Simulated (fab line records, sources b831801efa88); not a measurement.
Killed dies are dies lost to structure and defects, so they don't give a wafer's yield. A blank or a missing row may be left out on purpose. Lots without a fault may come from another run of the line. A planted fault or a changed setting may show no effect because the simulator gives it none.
A struck lot beside a sound one | flow sky130 | 44 steps out of a route of 708
Sound: wafers L822.3, L822.4, L822.5. Struck: wafers L813.2, L813.4, L813.6. The cause comes at the end.
At each step with rows: each side's tool, then ch and its chambers, then its first start. Under that, the readings that differ: sound wafers | struck wafers | difference of the means | sigmas: that difference in standard deviations of wafers without a fault.
alike: readings whose means differ by less than 2 such deviations, and words and numbers that are the same on both sides. not compared: withheld readings, readings that some wafer has no value for, bounds like >300 that may hide the same value, and numbers for which the record gives no deviation and whose values overlap.
The two part at a step that has a row with sigmas, a row that says differs or no value, or rows on one side only. Numbers that don't overlap but have no deviation are shown without sigmas and don't part them. A reading that every wafer of one side lacks parts them only if that side has two wafers or more.

first, 1 step without rows for these wafers: SKY_SONOS_TUNNEL_DEVELOP_06 (develop time 60 s).
SKY_SONOS_TUNNEL_CD_MEAS_07: target cd 410 nm.
  sound on cd_sem-01, day 18 00:23; struck on cd_sem-01, day 14 22:28
  alike: cd_nm
SKY_SONOS_TUNNEL_OVL_MEAS_08:
  sound on overlay-01, day 18 00:29; struck on overlay-01, day 14 22:35
  alike: SONOS_TUNNEL_OVL
then, 3 steps without rows for these wafers: SKY_SONOS_TUNNEL_IMPLANT_09; SKY_SONOS_TUNNEL_WET_ETCH_10 (etches SiO2 in dHF, target depth 14 nm, time 280 s); SKY_SONOS_TUNNEL_STRIP_11 (strips in SPM, time 600 s).
SKY_SONOS_TUNNEL_TW_MEAS_12:
  sound on film_metro-04, day 18 01:02; struck on film_metro-02, day 14 23:02
  alike: SONOS_TUNNEL_TW
then, 2 steps without rows for these wafers: SKY_SONOS_TUNNEL_CLEAN_13 (cleans in dHF, time 20 s); SKY_SONOS_ONO_OXIDATION_00 (stabilise 600 s, purge 300 s, target thk 2.6 nm).
SKY_SONOS_ONO_THK_MEAS_01:
  sound on film_metro-03, day 18 04:35; struck on film_metro-03, day 15 00:28
  alike: SONOS_ONO_OXIDATION_THK
then, 1 step without rows for these wafers: SKY_SONOS_ONO_CVD_02 (deposits Si3N4 from DCS/NH3, target thk 10.5 nm, time 180 s).
SKY_SONOS_ONO_THK_MEAS_03:
  sound on film_metro-03, day 18 06:19; struck on film_metro-03, day 15 01:34
  reading                   | sound             | struck            | difference | sigmas
  SONOS_ONO_CVD_02_THK (nm) | 10.66 10.72 10.73 | 10.30 10.33 10.36 | -0.37      | -3
SKY_SONOS_ONO_CVD_04: deposits SiO2 from SiH4/N2O, target thk 5.7199 nm.
  sound on lpcvd-03 ch 0, day 18 06:22; struck on lpcvd-03 ch 0, day 15 01:37
  reading                                    | sound             | struck            | difference | sigmas
  pressure_mtorr (mTorr)                     | 399.3 399.2 399.9 | 479.0 479.3 479.2 | +79.7      | +99 or more
  model.SiO2_of_SONOS_ONO_CVD_04.thk_nm (nm) | 5.713 5.691 5.585 | 6.249 6.279 6.205 | +0.581     |
  alike: spike_tc_lower_C, zone_power_bottom_pct
SKY_SONOS_ONO_THK_MEAS_05:
  sound on film_metro-03, day 18 07:38; struck on film_metro-03, day 15 02:53
  reading                   | sound          | struck         | difference | sigmas
  SONOS_ONO_CVD_04_THK (nm) | 5.73 5.73 5.51 | 6.26 6.29 6.28 | +0.62      | +6
then, 7 steps without rows for these wafers: SKY_SONOS_ONO_DEHYDRATE_06 (time 60 s); SKY_SONOS_ONO_HMDS_07 (prime time 60 s); SKY_SONOS_ONO_COAT_08 (resist thk 1140 nm); SKY_SONOS_ONO_SOFTBAKE_09 (time 60 s); SKY_SONOS_ONO_EXPOSE_10 (exposes mask ONOM, target cd 410 nm); SKY_SONOS_ONO_PEB_11; SKY_SONOS_ONO_DEVELOP_12 (develop time 60 s).
SKY_SONOS_ONO_CD_MEAS_13: target cd 410 nm.
  sound on cd_sem-01, day 19 13:31; struck on cd_sem-02, day 16 05:24
  alike: cd_nm
SKY_SONOS_ONO_OVL_MEAS_14:
  sound on overlay-02, day 19 13:37; struck on overlay-01, day 16 05:31
  alike: SONOS_ONO_OVL
SKY_SONOS_ONO_ETCH_15: etches the open film in CHF3/O2, target depth 19.52 nm, time 7.8 s.
  sound on rie_diel-02 ch 2,3, day 19 13:38; struck on rie_diel-04 ch 0,1,2, day 16 05:32
  alike: drypump_motor_current_A, oes_product_au, throttle_valve_pct
  not compared: rf_hours_counter_h
then, 1 step without rows for these wafers: SKY_SONOS_ONO_WET_ETCH_16 (etches SiO2 in dHF, target depth 14 nm, time 280 s).
SKY_SONOS_ONO_STRIP_17: strips in O2/N2.
  sound on plasma_asher-02 ch 0,1, day 19 13:47; struck on plasma_asher-03 ch 0,1, day 16 05:38
  alike: drypump_motor_current_A, oes_product_au, strip_time_to_endpoint_s
  not compared: rf_hours_counter_h
then, 3 steps without rows for these wafers: SKY_SONOS_ONO_WET_ETCH_18 (etches Si3N4 in H3PO4, target depth 15 nm, time 172 s); SKY_GATE_OXIDE_CLEAN_00 (cleans in SC1/SC2, time 150 s); SKY_GATE_OXIDE_OXIDATION_01 (stabilise 600 s, purge 300 s, target thk 10.268 nm).
SKY_GATE_OXIDE_THK_MEAS_02:
  sound on film_metro-04, day 19 15:40; struck on film_metro-01, day 16 11:32
  alike: GATE_OXIDE_OXIDATION_00_THK
then, 7 steps without rows for these wafers: SKY_GATE_OXIDE_DEHYDRATE_03 (time 60 s); SKY_GATE_OXIDE_HMDS_04 (prime time 60 s); SKY_GATE_OXIDE_COAT_05 (resist thk 1140 nm); SKY_GATE_OXIDE_SOFTBAKE_06 (time 60 s); SKY_GATE_OXIDE_EXPOSE_07 (exposes mask LVOM, target cd 600 nm); SKY_GATE_OXIDE_PEB_08; SKY_GATE_OXIDE_DEVELOP_09 (develop time 60 s).
SKY_GATE_OXIDE_OVL_MEAS_10:
  sound on overlay-02, day 20 23:34; struck on overlay-01, day 17 14:38
  alike: GATE_OXIDE_OVL
then, 2 steps without rows for these wafers: SKY_GATE_OXIDE_IMPLANT_11; SKY_GATE_OXIDE_WET_ETCH_12 (etches SiO2 in dHF, target depth 16.8 nm, time 336 s).
SKY_GATE_OXIDE_STRIP_13: strips in O2/N2.
  sound on plasma_asher-03 ch 0,1, day 20 23:52; struck on plasma_asher-04 ch 0,1, day 17 15:01
  alike: drypump_motor_current_A, oes_product_au, strip_time_to_endpoint_s
  not compared: rf_hours_counter_h
SKY_GATE_OXIDE_TW_MEAS_14:
  sound on film_metro-01, day 20 23:58; struck on film_metro-04, day 17 15:08
  alike: GATE_OXIDE_TW
SKY_GATE_OXIDE_CLEAN_15: cleans in SC1/SC2, time 150 s.
  sound on wet_bench-03 ch 2, day 21 00:00; struck on wet_bench-02 ch 1, day 17 15:11
  reading                                    | sound            | struck           | difference | sigmas
  model.SiO2_of_SONOS_ONO_CVD_04.thk_nm (nm) | 4.21 4.196 4.087 | 4.722 4.75 4.674 | +0.551     |
  alike: bath_guard_temp_C
-- the record jumps here: 31 days lie between the struck wafers' starts before and after (it left off in module GATE_OXIDE and takes up again in module PAD_OPEN, whose first step shown is number 708 of the route) --
SKY_PAD_OPEN_PROBE_99:
  sound on prober-02, day 50 16:43; struck on prober-02, day 48 23:02
  reading                               | sound                | struck               | difference | sigmas
  killed_at_M0_to_M3                    | 35 36 36             | 58 38 56             | +15        | +2
  killed_dies                           | 83 76 72             | 106 86 96            | +19        | +2
  killed_short                          | 35 29 30             | 57 33 45             | +14        | +2
  model.etest.cap_ono.gate_log10_a_cm2  | -7.982 -8.063 -7.918 | -8.465 -8.586 -8.385 | -0.491     |
  model.etest.cap_ono.tox_acc_nm (nm)   | 12.98 12.99 12.9     | 13.32 13.37 13.23    | +0.35      |
  model.etest.sonos_programmed.vt_v (V) | 1.428 1.414 1.486    | 1.253 1.232 1.256    | -0.196     |
  model.etest.sonos_erased.vt_v (V)     | -2.274 -2.244 -2.278 | -2.079 -2.057 -2.188 | +0.157     |
  model.etest.sonos_baked.vt_v (V)      | 0.9274 0.9257 0.9607 | 0.8107 0.7805 0.7893 | -0.1444    |
  alike: killed_at_M4_up, killed_at_contacts, killed_at_front_end, killed_open
  not compared: model.etest.sonos_erased.drive_ua_um, model.etest.sonos_uncharged.r_on_ohm_um, model.etest.cap_ono.gate_bv_v

WHERE THEY PART
First at SKY_SONOS_ONO_THK_MEAS_03; last, within this record, at SKY_PAD_OPEN_PROBE_99.

WHY: what the simulator had put in
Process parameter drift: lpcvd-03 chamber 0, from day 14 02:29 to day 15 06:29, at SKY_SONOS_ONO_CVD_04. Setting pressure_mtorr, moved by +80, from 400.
